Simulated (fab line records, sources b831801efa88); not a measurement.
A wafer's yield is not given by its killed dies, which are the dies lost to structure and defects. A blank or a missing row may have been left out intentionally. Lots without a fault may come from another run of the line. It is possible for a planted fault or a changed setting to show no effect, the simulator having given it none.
fab line records || flow sky130
[record] {"lots": 6, "wafers": 18, "last_day": 50}
route steps=708 shown DNWELL@38 PWDE@45
lots untouched by any fault: they come from a run of this same line in which no faults occurred
start_h: the number of hours between the record's first day and the start of the first shown wafer of the lot || wait_h: hours since the lot's step before || " same as the row above || L1.1+2: a row that stands for several wafers || - value missing, or start not given || * or withheld: withheld || < > ~ a bound
route shown NAME@n: a module of which the file shows steps, and the number in the route of the first || usual: mean and standard deviation over wafers with no fault || same: alike in all rows || chamber/n: place in a boat || sites: each site's reading || _std_site: how widely they spread, as a standard deviation || _edge_site: outer sites' mean less inner sites' || radius_mm: how far each site lies from the wafer's centre || mask NAME#n: copy n || behind: tool/chamber where the wafer was last shaped || hold: why the lot went on hold/how many hours it stayed there/how the hold came to an end || device: the transistor (n, p or np) that didn't switch || end of line: the same wafers' tests at the end of the route || where a step has no rows: the recipe by itself || killed: dies that structure and defects cost at the first sort, which is not the same as the wafer's yield || map: shows each die of a wafer: x if killed, . if not, _ if none is there
set.NAME: the run value of the setting; set.NAME@STEP: its run value at that earlier step || model.NAME: the simulator's own value behind a step, which no gauge read
lots at some steps of the route; a table a step, a row a wafer
services: the hour from which a tool's chamber was out of use, counted from the record's first day as start_h (under 0 if before that day), plus the number of hours and why
[[steps]]
[step SKY_DNWELL_SOFTBAKE_03]
[recipe] {"temp_c": 110, "time_s": "withheld"}
[step SKY_DNWELL_EXPOSE_04]
[recipe] {"mask_id": "DNM", "na": 0.57, "target_cd_nm": 3000, "dose_mj": 222}
[step SKY_DNWELL_PEB_05]
[recipe] {"temp_c": 115, "time_s": "withheld"}
[step SKY_DNWELL_DEVELOP_06]
[recipe] {"wall_angle_deg": 90, "developer": "TMAH", "develop_time_s": 60, "dev_temp_c": 23}
[step SKY_DNWELL_IMPLANT_07]
[recipe] {"species": "P", "energy_kev": "withheld", "dose_cm2": "withheld", "tilt_deg": "withheld"}
[step SKY_DNWELL_STRIP_08]
[recipe] {"chemistry": "O2/N2", "power_w": 1400, "pressure_mtorr": 1500, "platen_temp_c": "withheld", "o2_flow_sccm": 3000, "n2_flow_sccm": 300, "overash_fraction": 0.5}
[usual] {"drypump_motor_current_A": "5.66/0.22", "o2_flow_sccm": "2999/9.4", "oes_product_au": "0.722/0.0045", "strip_time_to_endpoint_s": "36.92/0.095"}
{"lot.wafer": "L724.1", "tool": "plasma_asher-02", "chamber": 1, "start_h": 61.09, "wait_h": 0.1, "drypump_motor_current_A": 5.74, "o2_flow_sccm": 2992, "oes_product_au": 0.727, "rf_hours_counter_h": 35, "strip_time_to_endpoint_s": 37.03}
{"lot.wafer": "L724.3", "tool": "plasma_asher-02", "chamber": 0, "start_h": 61.09, "wait_h": 0.1, "drypump_motor_current_A": 5.91, "o2_flow_sccm": 2987, "oes_product_au": 0.723, "rf_hours_counter_h": "-", "strip_time_to_endpoint_s": 36.99}
{"lot.wafer": "L724.6", "tool": "plasma_asher-02", "chamber": 1, "start_h": 61.09, "wait_h": 0.1, "drypump_motor_current_A": 5.75, "o2_flow_sccm": 2986, "oes_product_au": 0.732, "rf_hours_counter_h": "-", "strip_time_to_endpoint_s": 36.97}
{"lot.wafer": "L732.1", "tool": "plasma_asher-04", "chamber": 1, "start_h": 108.24, "wait_h": 0.1, "drypump_motor_current_A": 5.33, "o2_flow_sccm": 2999, "oes_product_au": 0.724, "rf_hours_counter_h": 44, "strip_time_to_endpoint_s": 36.92}
{"lot.wafer": "L732.4", "tool": "plasma_asher-04", "chamber": 0, "start_h": 108.24, "wait_h": 0.1, "drypump_motor_current_A": 5.70, "o2_flow_sccm": 2994, "oes_product_au": 0.721, "rf_hours_counter_h": "-", "strip_time_to_endpoint_s": 36.93}
{"lot.wafer": "L732.5", "tool": "plasma_asher-04", "chamber": 1, "start_h": 108.24, "wait_h": 0.1, "drypump_motor_current_A": 5.35, "o2_flow_sccm": 2989, "oes_product_au": 0.716, "rf_hours_counter_h": "-", "strip_time_to_endpoint_s": 36.98}
{"lot.wafer": "L733.1", "tool": "plasma_asher-02", "chamber": 1, "start_h": 109.24, "wait_h": 0.1, "drypump_motor_current_A": 5.73, "o2_flow_sccm": 3014, "oes_product_au": 0.724, "rf_hours_counter_h": 38, "strip_time_to_endpoint_s": 36.89}
{"lot.wafer": "L733.2", "tool": "plasma_asher-02", "chamber": 0, "start_h": 109.24, "wait_h": 0.1, "drypump_motor_current_A": 5.89, "o2_flow_sccm": 2992, "oes_product_au": 0.727, "rf_hours_counter_h": 38, "strip_time_to_endpoint_s": 36.89}
{"lot.wafer": "L733.6", "tool": "plasma_asher-02", "chamber": 0, "start_h": 109.24, "wait_h": 0.1, "drypump_motor_current_A": 5.90, "o2_flow_sccm": 2997, "oes_product_au": 0.716, "rf_hours_counter_h": "-", "strip_time_to_endpoint_s": 37.07}
{"lot.wafer": "L740.1", "tool": "plasma_asher-02", "chamber": 0, "start_h": 153.29, "wait_h": 0.1, "drypump_motor_current_A": 5.91, "o2_flow_sccm": 2984, "oes_product_au": 0.717, "rf_hours_counter_h": 43, "strip_time_to_endpoint_s": 36.93}
{"lot.wafer": "L740.3", "tool": "plasma_asher-02", "chamber": 0, "start_h": 153.29, "wait_h": 0.1, "drypump_motor_current_A": 5.90, "o2_flow_sccm": 2992, "oes_product_au": 0.724, "rf_hours_counter_h": "-", "strip_time_to_endpoint_s": 36.92}
{"lot.wafer": "L740.6", "tool": "plasma_asher-02", "chamber": 0, "start_h": 153.29, "wait_h": 0.1, "drypump_motor_current_A": 5.92, "o2_flow_sccm": 3005, "oes_product_au": 0.721, "rf_hours_counter_h": "-", "strip_time_to_endpoint_s": 36.96}
{"lot.wafer": "L743.1", "tool": "plasma_asher-03", "chamber": 1, "start_h": 172.03, "wait_h": 0.1, "drypump_motor_current_A": 5.87, "o2_flow_sccm": 2987, "oes_product_au": 0.722, "rf_hours_counter_h": 48, "strip_time_to_endpoint_s": 36.88}
{"lot.wafer": "L743.2", "tool": "plasma_asher-03", "chamber": 0, "start_h": 172.03, "wait_h": 0.1, "drypump_motor_current_A": 5.41, "o2_flow_sccm": 3014, "oes_product_au": 0.723, "rf_hours_counter_h": 48, "strip_time_to_endpoint_s": 36.84}
{"lot.wafer": "L743.3", "tool": "plasma_asher-03", "chamber": 0, "start_h": 172.03, "wait_h": 0.1, "drypump_motor_current_A": 5.43, "o2_flow_sccm": 3011, "oes_product_au": 0.719, "rf_hours_counter_h": "-", "strip_time_to_endpoint_s": 36.82}
{"lot.wafer": "L745.1", "tool": "plasma_asher-03", "chamber": 0, "start_h": 176.78, "wait_h": 0.1, "drypump_motor_current_A": 5.40, "o2_flow_sccm": 2983, "oes_product_au": 0.727, "rf_hours_counter_h": 49, "strip_time_to_endpoint_s": 36.76}
{"lot.wafer": "L745.2", "tool": "plasma_asher-03", "chamber": 1, "start_h": 176.78, "wait_h": 0.1, "drypump_motor_current_A": 5.84, "o2_flow_sccm": 3013, "oes_product_au": 0.722, "rf_hours_counter_h": 49, "strip_time_to_endpoint_s": 36.78}
{"lot.wafer": "L745.3", "tool": "plasma_asher-03", "chamber": 1, "start_h": 176.78, "wait_h": 0.1, "drypump_motor_current_A": 5.89, "o2_flow_sccm": 3003, "oes_product_au": 0.724, "rf_hours_counter_h": "-", "strip_time_to_endpoint_s": 36.87}
[step SKY_DNWELL_TW_MEAS_09]
[usual] {"DNWELL_TW": "1113/6.4"}
{"lot.wafer": "L724.1", "tool": "film_metro-02", "chamber": "-", "start_h": 61.19, "wait_h": 0.1, "DNWELL_TW": 1108}
{"lot.wafer": "L724.3", "tool": "film_metro-02", "chamber": "-", "start_h": 61.19, "wait_h": 0.1, "DNWELL_TW": 1112}
{"lot.wafer": "L724.6", "tool": "film_metro-02", "chamber": "-", "start_h": 61.19, "wait_h": 0.1, "DNWELL_TW": 1110}
{"lot.wafer": "L732.1", "tool": "film_metro-01", "chamber": "-", "start_h": 108.34, "wait_h": 0.1, "DNWELL_TW": 1122}
{"lot.wafer": "L732.4", "tool": "film_metro-01", "chamber": "-", "start_h": 108.34, "wait_h": 0.1, "DNWELL_TW": 1119}
{"lot.wafer": "L732.5", "tool": "film_metro-01", "chamber": "-", "start_h": 108.34, "wait_h": 0.1, "DNWELL_TW": 1121}
{"lot.wafer": "L733.1", "tool": "film_metro-01", "chamber": "-", "start_h": 109.34, "wait_h": 0.1, "DNWELL_TW": 1110}
{"lot.wafer": "L733.2", "tool": "film_metro-01", "chamber": "-", "start_h": 109.34, "wait_h": 0.1, "DNWELL_TW": 1119}
{"lot.wafer": "L733.6", "tool": "film_metro-01", "chamber": "-", "start_h": 109.34, "wait_h": 0.1, "DNWELL_TW": 1118}
{"lot.wafer": "L740.1", "tool": "film_metro-03", "chamber": "-", "start_h": 153.39, "wait_h": 0.1, "DNWELL_TW": 1116}
{"lot.wafer": "L740.3", "tool": "film_metro-03", "chamber": "-", "start_h": 153.39, "wait_h": 0.1, "DNWELL_TW": 1110}
{"lot.wafer": "L740.6", "tool": "film_metro-03", "chamber": "-", "start_h": 153.39, "wait_h": 0.1, "DNWELL_TW": 1112}
{"lot.wafer": "L743.1", "tool": "film_metro-03", "chamber": "-", "start_h": 172.13, "wait_h": 0.1, "DNWELL_TW": 1107}
{"lot.wafer": "L743.2", "tool": "film_metro-03", "chamber": "-", "start_h": 172.13, "wait_h": 0.1, "DNWELL_TW": 1110}
{"lot.wafer": "L743.3", "tool": "film_metro-03", "chamber": "-", "start_h": 172.13, "wait_h": 0.1, "DNWELL_TW": 1111}
{"lot.wafer": "L745.1", "tool": "film_metro-02", "chamber": "-", "start_h": 176.88, "wait_h": 0.1, "DNWELL_TW": 1115}
{"lot.wafer": "L745.2", "tool": "film_metro-02", "chamber": "-", "start_h": 176.88, "wait_h": 0.1, "DNWELL_TW": 1111}
{"lot.wafer": "L745.3", "tool": "film_metro-02", "chamber": "-", "start_h": 176.88, "wait_h": 0.1, "DNWELL_TW": 1113}
[step SKY_PWDE_DEHYDRATE_00]
[recipe] {"temp_c": 200, "time_s": 60}
[step SKY_PWDE_HMDS_01]
[recipe] {"prime_time_s": 60, "prime_temp_c": 120}
[step SKY_PWDE_COAT_02]
[recipe] {"spin_rpm": 2000, "resist_thk_nm": 3000}
[step SKY_PWDE_SOFTBAKE_03]
[recipe] {"temp_c": 110, "time_s": "withheld"}
[step SKY_PWDE_EXPOSE_04]
[recipe] {"mask_id": "PWDEM", "na": 0.6, "source_shape": "conventional", "sigma_outer": 0.6, "polarization": "unpolarized", "target_cd_nm": 840, "dose_mj": 214}
[step SKY_PWDE_PEB_05]
[recipe] {"temp_c": 115, "time_s": "withheld"}
[usual] {"chill_plate_temp_C": "22.99/0.12", "exhaust_pa": "45.1/0.76", "heater_power_total_W": "69.33/0.12"}
{"lot.wafer": "L724.1", "tool": "litho_track-01", "chamber": 0, "start_h": 76, "wait_h": "-", "chill_plate_temp_C": 22.90, "exhaust_pa": 44.5, "heater_power_total_W": 69.41}
{"lot.wafer": "L724.3", "tool": "litho_track-01", "chamber": 0, "start_h": 76, "wait_h": "-", "chill_plate_temp_C": 22.98, "exhaust_pa": 44.1, "heater_power_total_W": 69.38}
{"lot.wafer": "L724.6", "tool": "litho_track-01", "chamber": 0, "start_h": 77, "wait_h": "-", "chill_plate_temp_C": 22.97, "exhaust_pa": 44.1, "heater_power_total_W": 69.54}
{"lot.wafer": "L732.1", "tool": "litho_track-01", "chamber": "-", "start_h": 126, "wait_h": "-", "chill_plate_temp_C": "-", "exhaust_pa": "-", "heater_power_total_W": "-"}
{"lot.wafer": "L732.4", "tool": "litho_track-01", "chamber": "-", "start_h": 126, "wait_h": "-", "chill_plate_temp_C": "-", "exhaust_pa": "-", "heater_power_total_W": "-"}
{"lot.wafer": "L732.5", "tool": "litho_track-01", "chamber": "-", "start_h": 126, "wait_h": "-", "chill_plate_temp_C": "-", "exhaust_pa": "-", "heater_power_total_W": "-"}
{"lot.wafer": "L733.1", "tool": "litho_track-01", "chamber": "-", "start_h": 127, "wait_h": "-", "chill_plate_temp_C": "-", "exhaust_pa": "-", "heater_power_total_W": "-"}
{"lot.wafer": "L733.2", "tool": "litho_track-01", "chamber": "-", "start_h": 127, "wait_h": "-", "chill_plate_temp_C": "-", "exhaust_pa": "-", "heater_power_total_W": "-"}
{"lot.wafer": "L733.6", "tool": "litho_track-01", "chamber": "-", "start_h": 127, "wait_h": "-", "chill_plate_temp_C": "-", "exhaust_pa": "-", "heater_power_total_W": "-"}
{"lot.wafer": "L740.1", "tool": "litho_track-02", "chamber": 0, "start_h": 172, "wait_h": "-", "chill_plate_temp_C": 22.91, "exhaust_pa": 45.5, "heater_power_total_W": 69.50}
{"lot.wafer": "L740.3", "tool": "litho_track-02", "chamber": 0, "start_h": 173, "wait_h": "-", "chill_plate_temp_C": 22.79, "exhaust_pa": 44.1, "heater_power_total_W": 69.51}
{"lot.wafer": "L740.6", "tool": "litho_track-02", "chamber": 0, "start_h": 173, "wait_h": "-", "chill_plate_temp_C": 22.92, "exhaust_pa": 45.4, "heater_power_total_W": 69.33}
{"lot.wafer": "L743.1", "tool": "litho_track-02", "chamber": 0, "start_h": 192, "wait_h": "-", "chill_plate_temp_C": 22.93, "exhaust_pa": 44.5, "heater_power_total_W": 69.19}
{"lot.wafer": "L743.2", "tool": "litho_track-02", "chamber": 0, "start_h": 192, "wait_h": "-", "chill_plate_temp_C": 23.04, "exhaust_pa": 44.0, "heater_power_total_W": 69.34}
{"lot.wafer": "L743.3", "tool": "litho_track-02", "chamber": 0, "start_h": 192, "wait_h": "-", "chill_plate_temp_C": 23.02, "exhaust_pa": 44.3, "heater_power_total_W": 69.12}
{"lot.wafer": "L745.1", "tool": "litho_track-04", "chamber": 0, "start_h": 197, "wait_h": "-", "chill_plate_temp_C": 23.06, "exhaust_pa": 44.5, "heater_power_total_W": 69.39}
{"lot.wafer": "L745.2", "tool": "litho_track-04", "chamber": 0, "start_h": 197, "wait_h": "-", "chill_plate_temp_C": 23.05, "exhaust_pa": 44.9, "heater_power_total_W": 69.20}
{"lot.wafer": "L745.3", "tool": "litho_track-04", "chamber": 0, "start_h": 197, "wait_h": "-", "chill_plate_temp_C": 23.17, "exhaust_pa": 44.9, "heater_power_total_W": 69.28}
[step SKY_PWDE_DEVELOP_06]
[recipe] {"wall_angle_deg": 90, "developer": "TMAH", "develop_time_s": 60, "dev_temp_c": 23}
[[services]]
{"tool": "plasma_asher-02", "chamber": "-", "start_h": 67.79, "hours": 2.8, "kind": "pm"}
{"tool": "plasma_asher-02", "chamber": "-", "start_h": 70.54, "hours": 14.6, "kind": "pm"}
{"tool": "plasma_asher-04", "chamber": "-", "start_h": 108.75, "hours": 9.0, "kind": "pm"}
{"tool": "plasma_asher-04", "chamber": 0, "start_h": 108.75, "hours": 9.0, "kind": "vent_cycle"}
{"tool": "plasma_asher-04", "chamber": 1, "start_h": 108.75, "hours": 9.0, "kind": "vent_cycle"}
{"tool": "plasma_asher-04", "chamber": 0, "start_h": 117.75, "hours": "-", "kind": "clean"}
{"tool": "plasma_asher-04", "chamber": 1, "start_h": 117.75, "hours": "-", "kind": "clean"}
{"tool": "plasma_asher-04", "chamber": "-", "start_h": 184.22, "hours": 1.3, "kind": "repair"}
[[key]]
[first_sign] {"step": "SKY_PWDE_PEB_05", "reading": "tool_record", "direction": "missing"}
effect none on later readings
met_at SKY_PWDE_PEB_05
struck_wafers L732.1,L732.4,L732.5,L733.1,L733.2,L733.6
rows_end L732.1,L732.4,L732.5
sort_left_out L733.1,L733.2,L733.6
tester_left_out L733
onset_between 76 126
[fault] {"kind": "skipped_step_whole", "tool": "litho_track-01", "chamber": "-", "onset_h": 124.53, "steps": "SKY_PWDE_PEB_05", "scope": "struck_lots_only"}
// tester_left_out: of these lots the tester's yield and bins aren't shown, on N5 and GAA mostly nor the transistor test; their killed dies are dies lost to structure and defects alone, not to doping, threshold or leakage, so they don't give the yield
// sort_left_out: the simulated sort isn't trusted on such a fault, so these wafers' sort isn't shown, and their yield isn't known
// rows_end: these wafers met a further fault down the route, and their rows from its step on are left out
